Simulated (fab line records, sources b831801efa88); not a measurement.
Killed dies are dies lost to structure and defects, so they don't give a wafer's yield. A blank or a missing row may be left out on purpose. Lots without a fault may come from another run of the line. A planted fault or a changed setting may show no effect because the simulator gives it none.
fab line records | flow sky130
record lots=6 wafers=18 last_day=50
route steps=708 shown VT_ADJUST_LVTN@111 VT_ADJUST_NCORE@119 PAD_OPEN@708
lots that met no fault: from a run of the same line without faults
start_h: hours from the record's first day to the start of the lot's first wafer shown | wait_h: hours since the lot's step before | " the same as in the row above | L1.1+2: a row that stands for several wafers | - no value, or no start given | * or withheld: withheld | < > ~ a bound
route shown NAME@n: a module of which the file shows steps, and the number in the route of the first | usual: mean/standard deviation of fault-free wafers | same: alike in all rows | chamber/n: place in a boat | sites: the reading at each site | _std_site: their standard deviation | _edge_site: outer sites' mean less inner sites' | radius_mm: how far each site lies from the wafer's centre | mask NAME#n: copy n | behind: the tool/chamber that last shaped the wafer | hold: why the lot was held/for how many hours/how that ended | device: the transistor (n, p or np) that didn't switch | end of line: the same wafers' tests at the end of the route | a step without rows: its recipe alone | killed: dies lost to structure and defects at the first sort, not the wafer's yield | map: a wafer's dies, x killed, . not, _ none there
set.NAME: the setting as run; set.NAME@STEP: as run at that earlier step | model.NAME: the simulator's own value behind a step, which no gauge read
lots at some steps of the route; a table a step, a row a wafer
services: from which hour (start_h, from the record's first day; less than 0 if before it) a tool's chamber was out of use, for how many hours, and why
## steps
# step SKY_VT_ADJUST_LVTN_SOFTBAKE_14
# recipe temp_c=90 time_s=60 resist=NOVOLAK
# step SKY_VT_ADJUST_LVTN_EXPOSE_15
# recipe mask_id=HVN_STD_DERIVED na=0.6 source_shape=conventional sigma_outer=0.6 polarization=unpolarized target_cd_nm=600 dose_mj=163
# step SKY_VT_ADJUST_LVTN_PEB_16
# recipe temp_c=withheld time_s=* resist=NOVOLAK
# step SKY_VT_ADJUST_LVTN_DEVELOP_17
# recipe resist=NOVOLAK developer=TMAH develop_time_s=60 dev_temp_c=23
# step SKY_VT_ADJUST_LVTN_OVL_MEAS_18
# usual VT_ADJUST_LVTN_01_OVL=-0.3/1.2
# columns lot.wafer tool chamber start_h wait_h VT_ADJUST_LVTN_01_OVL[nm]
L494.2 overlay-01 - 200.79 0.1 -0.8
L494.5 " - " " 1.0
L494.6 " - " " -0.1
L497.3 overlay-02 - 223.19 0.1 1.4
L497.4 " - " " -0.4
L497.5 " - " " -0.3
L502.1 overlay-01 - 255.68 0.1 -0.5
L502.2 " - " " 0.1
L502.5 " - " " 0.2
L506.2 overlay-01 - 287.99 0.1 1.7
L506.3 " - " " 0.4
L506.5 " - " " 2.3
L507.1 overlay-01 - 296.53 0.1 0.7
L507.2 " - " " 0.4
L507.4 " - " " 1.3
L510.2 overlay-01 - 310.49 0.1 -0.9
L510.3 " - " " 0.8
L510.5 " - " " 0.5
# step SKY_VT_ADJUST_LVTN_IMPLANT_19
# recipe species=B energy_kev=30 dose_cm2=6.5e+11 tilt_deg=withheld
# step SKY_VT_ADJUST_LVTN_STRIP_20
# recipe chemistry=O2/N2 power_w=1400 pressure_mtorr=1500 platen_temp_c=withheld o2_flow_sccm=3000 n2_flow_sccm=300 overash_fraction=0.5
# usual drypump_motor_current_A=5.7/0.48 oes_product_au=0.716/0.0044 strip_time_to_endpoint_s=14.17/0.043
# same overash_fraction=0.5
# columns lot.wafer tool chamber start_h wait_h drypump_motor_current_A oes_product_au rf_hours_counter_h strip_time_to_endpoint_s
L494.2 plasma_asher-01 1 200.97 0.1 5.6 0.719 52 14.14
L494.5 " 1 " " 5.6 0.724 - 14.14
L494.6 " 0 " " 6.3 0.716 - 14.11
L497.3 plasma_asher-01 1 223.40 0.1 5.7 0.717 - 14.21
L497.4 " 0 " " 6.4 0.713 - 14.19
L497.5 " 1 " " 5.6 0.710 - 14.25
L502.1 plasma_asher-03 1 255.87 0.1 6.0 0.718 55 14.11
L502.2 " 0 " " 5.2 0.717 55 14.13
L502.5 " 0 " " 5.2 0.716 - 14.13
L506.2 plasma_asher-03 1 288.17 0.1 6.0 0.713 58 14.13
L506.3 " 1 " " 6.1 0.712 - 14.14
L506.5 " 0 " " 5.2 0.715 - 14.07
L507.1 plasma_asher-03 0 296.72 0.1 5.2 0.710 59 14.24
L507.2 " 1 " " 6.1 0.724 59 14.23
L507.4 " 1 " " 6.0 0.712 - 14.24
L510.2 plasma_asher-02 0 310.67 0.1 5.0 0.709 18 14.14
L510.3 " 1 " " 6.1 0.713 - 14.18
L510.5 " 1 " " 6.1 0.720 - 14.17
# step SKY_VT_ADJUST_LVTN_TW_MEAS_21
# usual VT_ADJUST_LVTN_2_TW=189.6/2.1
# columns lot.wafer tool chamber start_h wait_h VT_ADJUST_LVTN_2_TW
L494.2 film_metro-01 - 201.08 0.1 191.8
L494.5 " - " " 190.1
L494.6 " - " " 190.4
L497.3 film_metro-02 - 223.49 0.1 190.2
L497.4 " - " " 190.5
L497.5 " - " " 189.1
L502.1 film_metro-01 - 255.97 0.1 190.8
L502.2 " - " " 190.2
L502.5 " - " " 191.1
L506.2 film_metro-01 - 288.28 0.1 192.7
L506.3 " - " " 191.9
L506.5 " - " " 192.2
L507.1 film_metro-02 - 296.82 0.1 189.3
L507.2 " - " " 188.2
L507.4 " - " " 190.2
L510.2 film_metro-02 - 310.78 0.1 189.0
L510.3 " - " " 189.7
L510.5 " - " " 189.7
# step SKY_VT_ADJUST_NCORE_DEHYDRATE_00
# recipe temp_c=200 time_s=60
# step SKY_VT_ADJUST_NCORE_HMDS_01
# recipe prime_time_s=60 prime_temp_c=120
# step SKY_VT_ADJUST_NCORE_COAT_02
# recipe resist=NOVOLAK spin_rpm=3000 resist_thk_nm=1121
# step SKY_VT_ADJUST_NCORE_SOFTBAKE_03
# recipe temp_c=90 time_s=60 resist=NOVOLAK
# step SKY_VT_ADJUST_NCORE_EXPOSE_04
# recipe mask_id=LVTN_COMPLEMENT_THIN na=0.6 source_shape=conventional sigma_outer=0.6 polarization=unpolarized target_cd_nm=380 dose_mj=139
# same na=0.6 sigma_outer=0.6
# columns lot.wafer tool chamber start_h wait_h mask model.VT_ADJUST_NCORE.overlay_x_nm
L494.2+5+6 iline_stepper-02 0 212.46 - LVTN_COMPLEMENT_THIN#0 1.512
L497.3+4+5 iline_stepper-01 0 234.72 - LVTN_COMPLEMENT_THIN#0 -0.1112
L502.1+2+5 iline_stepper-02 0 267.73 - LVTN_COMPLEMENT_THIN#0 -117.6
L506.2+3+5 iline_stepper-02 0 300.38 - LVTN_COMPLEMENT_THIN#0 -118.1
L507.1+2+4 iline_stepper-01 0 309.90 - LVTN_COMPLEMENT_THIN#0 -0.7337
L510.2+3+5 iline_stepper-01 0 323.52 - LVTN_COMPLEMENT_THIN#0 -0.8204
# step SKY_VT_ADJUST_NCORE_PEB_05
# recipe temp_c=withheld time_s=* resist=NOVOLAK
# step SKY_VT_ADJUST_NCORE_DEVELOP_06
# recipe resist=NOVOLAK developer=TMAH develop_time_s=60 dev_temp_c=23
# step SKY_VT_ADJUST_NCORE_CD_MEAS_07
# recipe target_cd_nm=380
# usual cd_nm=380.3/2.1
# columns lot.wafer tool chamber start_h wait_h cd_nm
L494.2 cd_sem-01 - 223.50 0.1 379.2
L494.5 " - " " 383.1
L494.6 " - " " 382.9
L497.3 cd_sem-01 - 246.43 0.1 380.6
L497.4 " - " " 378.8
L497.5 " - " " 377.2
L502.1 cd_sem-01 - 280.33 0.1 381.2
L502.2 " - " " 383.9
L502.5 " - " " 383.1
L506.2 cd_sem-02 - 312.90 0.1 377.9
L506.3 " - " " 377.7
L506.5 " - " " 380.9
L507.1 cd_sem-02 - 321.79 0.1 380.5
L507.2 " - " " 383.0
L507.4 " - " " 384.6
L510.2 cd_sem-01 - 337.26 0.1 381.9
L510.3 " - " " 381.3
L510.5 " - " " 381.0
# step SKY_VT_ADJUST_NCORE_OVL_MEAS_08
# usual VT_ADJUST_NCORE_OVL=0.4/1.4
# columns lot.wafer tool chamber start_h wait_h hold VT_ADJUST_NCORE_OVL[nm]
L494.2 overlay-02 - 223.61 0.1 - 1.9
L494.5 " - " " - 0.8
L494.6 " - " " - 1.4
L497.3 overlay-02 - 246.52 0.1 - 0.6
L497.4 " - " " - 1.3
L497.5 " - " " - 0.1
L502.1 overlay-02 - 280.45 0.1 await_dispo/0.2h/release -119.8
L502.2 " - " " await_dispo/0.2h/release -118.3
L502.5 " - " " await_dispo/0.2h/release -117.8
L502.1 overlay-02 - 280.65 0.2 - -118.5
L502.2 " - " " - -117.0
L502.5 " - " " - -116.0
L506.2 overlay-01 - 313.01 0.1 await_dispo/0.2h/release -120.6
L506.3 " - " " await_dispo/0.2h/release -118.5
L506.5 " - " " await_dispo/0.2h/release -118.2
L506.2 overlay-01 - 313.21 0.2 - -119.0
L506.3 " - " " - -117.7
L506.5 " - " " - -117.3
L507.1 overlay-02 - 321.91 0.1 - 0.5
L507.2 " - " " - 0.3
L507.4 " - " " - 1.5
L510.2 overlay-01 - 337.37 0.1 - -1.6
L510.3 " - " " - -0.5
L510.5 " - " " - 1.7
# step SKY_PAD_OPEN_PROBE_99
# usual defect_limited_yield=82.5/1.8 killed_at_M0_to_M3=45/6.8 killed_at_M4_up=3.1/2 killed_at_contacts=23/5.2 killed_at_front_end=14/3.7 killed_at_other=0.3/0.61 killed_dies=86/9 killed_open=46/6.9 killed_short=39/6.4 sort_bin_3_pad_short=0.9/0.44 sort_bin_5_function=10.5/1.4 sort_bin_6_memory=6.1/1.1 sort_bin_8_speed=0.01/0.052 sort_n_pass=406/9 sort_yield_pct=82.5/1.8
# same gross_dies=492 killed_at_back_side=0 sort_bin_4_leakage[%]=0
# columns lot.wafer tool chamber start_h wait_h defect_limited_yield[%] killed_at_M0_to_M3 killed_at_M4_up killed_at_contacts killed_at_front_end killed_at_other killed_dies killed_open killed_short sort_bin_3_pad_short[%] sort_bin_5_function[%] sort_bin_6_memory[%] sort_bin_8_speed[%] sort_n_pass sort_yield_pct[%]
L494.2 prober-01 - 1109.80 0.1 83.1 44 1 20 17 1 83 40 43 0.4 9.8 6.7 0 409 83.1
L494.5 prober-01 - 1109.95 0.2 82.3 56 5 14 12 0 87 41 46 0.8 10.0 6.9 0 405 82.3
L494.6 prober-01 - 1110.00 0.2 83.7 46 1 17 16 0 80 33 47 0.6 10.6 5.1 0 412 83.7
L507.1 prober-02 - 1182.95 0.1 82.7 47 2 23 12 1 85 40 43 1.2 10.8 5.3 0 407 82.7
L507.2 prober-02 - 1183.00 0.1 81.9 42 5 31 11 0 89 55 34 1.0 10.8 6.3 0 403 81.9
L507.4 prober-02 - 1183.10 0.2 84.8 44 3 21 7 0 75 38 37 1.0 8.3 5.9 0 417 84.8
# killed by level:class
L494.2 METAL2:geometric_particle:short=8 CONTACT:geometric_particle:open=7 VIA3:geometric_particle:open=7 VIA1:geometric_particle:open=6 FIELD_ISO:geometric_particle:short=5 LOCAL_INTERCONNECT:geometric_particle:short=5 LI_CONTACT:geometric_particle:short=4 METAL1:geometric_particle:short=4
L494.5 VIA1:geometric_particle:open=11 METAL2:geometric_particle:short=8 VIA1:geometric_particle:short=7 METAL1:geometric_particle:short=7 VIA3:geometric_particle:open=6 VIA2:geometric_particle:open=5 POLY_GATE:geometric_particle:open=4 METAL4:geometric_particle:short=4
L494.6 METAL1:geometric_particle:short=8 LI_CONTACT:geometric_particle:open=6 METAL2:geometric_particle:short=6 METAL3:geometric_particle:short=6 VIA2:geometric_particle:open=5 FIELD_ISO:geometric_particle:short=4 FIELD_ISO:geometric_particle:open=4 POLY_GATE:geometric_particle:open=4
L507.1 VIA1:geometric_particle:open=8 LI_CONTACT:geometric_particle:open=8 VIA1:geometric_particle:short=7 VIA3:geometric_particle:open=7 CONTACT:geometric_particle:open=6 METAL1:geometric_particle:short=5 METAL2:geometric_particle:short=5 VIA3:geometric_particle:short=5
L507.2 CONTACT:geometric_particle:open=13 VIA2:geometric_particle:open=8 VIA1:geometric_particle:open=7 VIA1:geometric_particle:short=7 VIA3:geometric_particle:open=7 CONTACT:geometric_particle:short=6 LI_CONTACT:geometric_particle:open=6 FIELD_ISO:geometric_particle:open=4
L507.4 CONTACT:geometric_particle:open=10 VIA2:geometric_particle:open=8 METAL1:geometric_particle:short=7 VIA1:geometric_particle:open=6 METAL2:geometric_particle:short=6 CONTACT:geometric_particle:short=5 VIA3:geometric_particle:open=5 VIA1:geometric_particle:short=4
## services
# columns tool chamber start_h hours kind
iline_stepper-02 - 186.10 2.1 pm
iline_stepper-02 - 188.18 - consumable_replace:lamp
iline_stepper-01 - 200.28 1.7 pm
iline_stepper-02 - 215.89 1.7 pm
plasma_asher-03 - 237.18 1.0 repair
iline_stepper-01 0 290.88 - calibration
iline_stepper-01 - 297.25 4.4 pm
## key
first_sign step=SKY_VT_ADJUST_NCORE_OVL_MEAS_08 reading=visit direction=added
effect step=SKY_VT_ADJUST_NCORE_OVL_MEAS_08 reading=VT_ADJUST_NCORE_OVL direction=down sigmas=85 usual=0.4 struck=-118.9
model_effect step=SKY_VT_ADJUST_NCORE_EXPOSE_04 value=VT_ADJUST_NCORE.overlay_x_nm without=0.2427 struck=-117.9
met_at SKY_VT_ADJUST_NCORE_EXPOSE_04
struck_wafers L502.1,L502.2,L502.5,L506.2,L506.3,L506.5
scrapped_behind SKY_VT_ADJUST_NCORE_OVL_MEAS_08 L502.1,L502.2,L502.5,L506.2,L506.3,L506.5
onset_between 212.46 267.73
fault kind=scanner_matching_overlay tool=iline_stepper-02 chamber=- onset_h=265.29 steps=SKY_VT_ADJUST_NCORE_EXPOSE_04 offset=-118.1
